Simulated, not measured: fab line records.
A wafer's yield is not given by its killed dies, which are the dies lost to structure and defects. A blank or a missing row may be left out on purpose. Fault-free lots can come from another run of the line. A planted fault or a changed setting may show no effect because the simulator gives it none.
Struck lot and sound lot, side by side / flow sky130 / 30 steps out of a route of 708
Sound: the wafers L786.2, L786.3, L786.4. The struck wafers were L777.2, L777.3, L777.6. At the end, the cause is stated.
For every step that has rows: the tool of each side, followed by ch and its chambers, followed by its first start. Under that, the readings that differ: sound wafers / struck wafers / difference of the means / sigmas: that difference in standard deviations of wafers without a fault.
alike: a reading whose means differ by less than 2 such deviations, as well as words and numbers matching on both sides. not compared: withheld readings; readings where some wafer has no value; bounds like >300 that might hide an equal value; numbers whose values overlap and for which the record gives no deviation.
The two part at a step that has a row with sigmas, a row that says differs or no value, or rows on one side only. When numbers do not overlap yet have no deviation, they are printed without sigmas and do not part them. A reading missing from all wafers of one side parts the sides only when that side holds two or more wafers.

first, 5 steps without rows for these wafers: SKY_SONOS_ONO_COAT_08 (resist thk 1140 nm); SKY_SONOS_ONO_SOFTBAKE_09 (time 60 s); SKY_SONOS_ONO_EXPOSE_10 (exposes mask ONOM, target cd 410 nm); SKY_SONOS_ONO_PEB_11; SKY_SONOS_ONO_DEVELOP_12 (develop time 60 s).
SKY_SONOS_ONO_CD_MEAS_13: the cd target is 410 nm.
  sound on cdSem-02 at day 19 09:35; struck on cdSem-01 at day 15 12:47
  alike: cdNm
SKY_SONOS_ONO_OVL_MEAS_14:
  sound on overlay-02 at day 19 09:41; struck on overlay-01 at day 15 12:53
  alike: SONOS_ONO_OVL
SKY_SONOS_ONO_ETCH_15: etches the open film in CHF3/O2, target depth 19.52 nm, time 7.8 s.
  sound on rieDiel-04 ch 0,1,3, day 19 09:43; struck on rieDiel-02 ch 0,1,2, day 15 12:55
reading=drypumpMotorCurrentA (A); sound=6.6 6.4 6.2; struck=4.9 5.7 5.7; difference=-1.0; sigmas=-2
  alike: chf3FlowSccm, oesProductAu, throttleValvePct
  not compared: rfHoursCounterH
then, 1 step without rows for these wafers: SKY_SONOS_ONO_WET_ETCH_16 (etches SiO2 in dHF, target depth 14 nm, time 280 s).
SKY_SONOS_ONO_STRIP_17: strips in O2/N2.
  sound on plasmaAsher-04 ch 0,1, day 19 09:49; struck on plasmaAsher-03 ch 0,1, day 15 13:02
  alike: drypumpMotorCurrentA, n2FlowSccm, oesProductAu, stripTimeToEndpointS
  not compared: rfHoursCounterH
then, 2 steps without rows for these wafers: SKY_SONOS_ONO_WET_ETCH_18 (etches Si3N4 in H3PO4, target depth 15 nm, time 172 s); SKY_GATE_OXIDE_CLEAN_00 (cleans in SC1/SC2, time 150 s).
SKY_GATE_OXIDE_OXIDATION_01: stabilise 600 s, purge 300 s, target thk 10.268 nm.
  sound on furnace-01 ch 0, day 19 10:41; struck on furnace-01 ch 0, day 15 16:28
reading=model.SiO2_of_GATE_OXIDE_OXIDATION_01.thkNm (nm); sound=10.08 9.961 10.04; struck=9.27 9.108 9.382; difference=-0.77; sigmas=
  alike: oxTempCMax, tube_center_temp_C_max
SKY_GATE_OXIDE_THK_MEAS_02:
  sound on filmMetro-02 at day 19 12:07; struck on filmMetro-03 at day 15 17:53
reading=GATE_OXIDE_OXIDATION_00_THK (nm); sound=10.11 9.98 10.04; struck=9.30 9.14 9.35; difference=-0.78; sigmas=-5
then, 7 steps without rows for these wafers: SKY_GATE_OXIDE_DEHYDRATE_03 (time 60 s); SKY_GATE_OXIDE_HMDS_04 (prime time 60 s); SKY_GATE_OXIDE_COAT_05 (resist thk 1140 nm); SKY_GATE_OXIDE_SOFTBAKE_06 (time 60 s); SKY_GATE_OXIDE_EXPOSE_07 (exposes mask LVOM, target cd 600 nm); SKY_GATE_OXIDE_PEB_08; SKY_GATE_OXIDE_DEVELOP_09 (develop time 60 s).
SKY_GATE_OXIDE_OVL_MEAS_10:
  sound on overlay-02 at day 20 19:01; struck on overlay-01 at day 16 21:53
  alike: GATE_OXIDE_OVL
then, 2 steps without rows for these wafers: SKY_GATE_OXIDE_IMPLANT_11; SKY_GATE_OXIDE_WET_ETCH_12 (etches SiO2 in dHF, target depth 16.8 nm, time 336 s).
SKY_GATE_OXIDE_STRIP_13: strips in O2/N2.
  sound on plasmaAsher-02 ch 0,1, day 20 19:17; struck on plasmaAsher-04 ch 0,1, day 16 22:10
reading=n2FlowSccm (sccm); sound=297.9 298.2 300.8; struck=300.0 300.3 301.5; difference=+1.6; sigmas=+2
reading=stripTimeToEndpointS (s); sound=14.22 14.16 14.19; struck=14.07 14.07 14.05; difference=-0.13; sigmas=-3
  alike: drypumpMotorCurrentA, oesProductAu
  not compared: rfHoursCounterH
SKY_GATE_OXIDE_TW_MEAS_14:
  sound on filmMetro-01 at day 20 19:24; struck on filmMetro-02 at day 16 22:17
reading=GATE_OXIDE_TW; sound=228.6 226.8 225.9; struck=221.1 220.3 221.8; difference=-6.0; sigmas=-2
then, 1 step without rows for these wafers: SKY_GATE_OXIDE_CLEAN_15 (cleans in SC1/SC2, time 150 s).
SKY_GATE_OXIDE_OXIDATION_16: stabilise 600 s, purge 300 s, target thk 3.57 nm.
  sound on furnace-02 ch 0, day 20 19:30; struck on furnace-01 ch 0, day 16 23:02
reading=model.SiO2_of_GATE_OXIDE_OXIDATION_01.thkNm (nm); sound=11.47 11.32 11.38; struck=10.69 10.55 10.8; difference=-0.71; sigmas=
  alike: oxTempCMax, rampUpCPerMin, tube_center_temp_C_max
then, 1 step without rows for these wafers: SKY_POLY_GATE_CVD_00 (deposits poly-Si, target thk 180 nm, time 720 s).
-- the record jumps here: 31 days lie between the struck wafers' starts before and after (it left off in module POLY_GATE and takes up again in module PAD_OPEN, whose first step shown is number 708 of the route) --
SKY_PAD_OPEN_PROBE_99:
  sound on prober-01 at day 50 03:37; struck on prober-02 at day 47 19:02
reading=model.etest.nfet_16v.rOnOhmUm; sound=1.437e+04 1.412e+04 1.424e+04; struck=1.365e+04 1.352e+04 1.362e+04; difference=-6.467e+02; sigmas=
reading=model.etest.tipSonos.rsOhmSq; sound=2662 2636 2630; struck=2428 2426 2458; difference=-205; sigmas=
reading=model.etest.pfetG5v0d10v5.rOnOhmUm; sound=4725 4720 4711; struck=4578 4511 4678; difference=-130; sigmas=
reading=model.etest.nfetG5v0d10v5.rOnOhmUm; sound=1889 1876 1895; struck=1811 1789 1814; difference=-82; sigmas=
reading=model.etest.nfetG5v0d10v5.driveUaUm; sound=607.2 618.2 616.1; struck=656.1 669.3 650.1; difference=+44.7; sigmas=
reading=model.etest.nfet_05v0_nvt.driveUaUm; sound=584.6 590.9 584.1; struck=620.7 626.2 611.7; difference=+33.0; sigmas=
reading=model.etest.pfetG5v0d10v5.driveUaUm; sound=348.5 346.2 346.2; struck=362.9 368.6 356.9; difference=+15.8; sigmas=
reading=model.etest.nfet_16v.driveUaUm; sound=222 224.9 225.1; struck=242.5 245.2 239.3; difference=+18.3; sigmas=
  alike: killed_at_M0_to_M3, killed_at_M4_up, killedAtContacts, killedAtFrontEnd, killedAtOther, killedDies, killedOpen, killedShort

== WHERE THEY PART ==
Last at SKY_GATE_OXIDE_TW_MEAS_14 as far as this record goes, first at SKY_SONOS_ONO_ETCH_15. Later steps at which nothing parts them and some readings are alike: SKY_GATE_OXIDE_OXIDATION_16, SKY_PAD_OPEN_PROBE_99.

WHY: the cause the simulator had injected
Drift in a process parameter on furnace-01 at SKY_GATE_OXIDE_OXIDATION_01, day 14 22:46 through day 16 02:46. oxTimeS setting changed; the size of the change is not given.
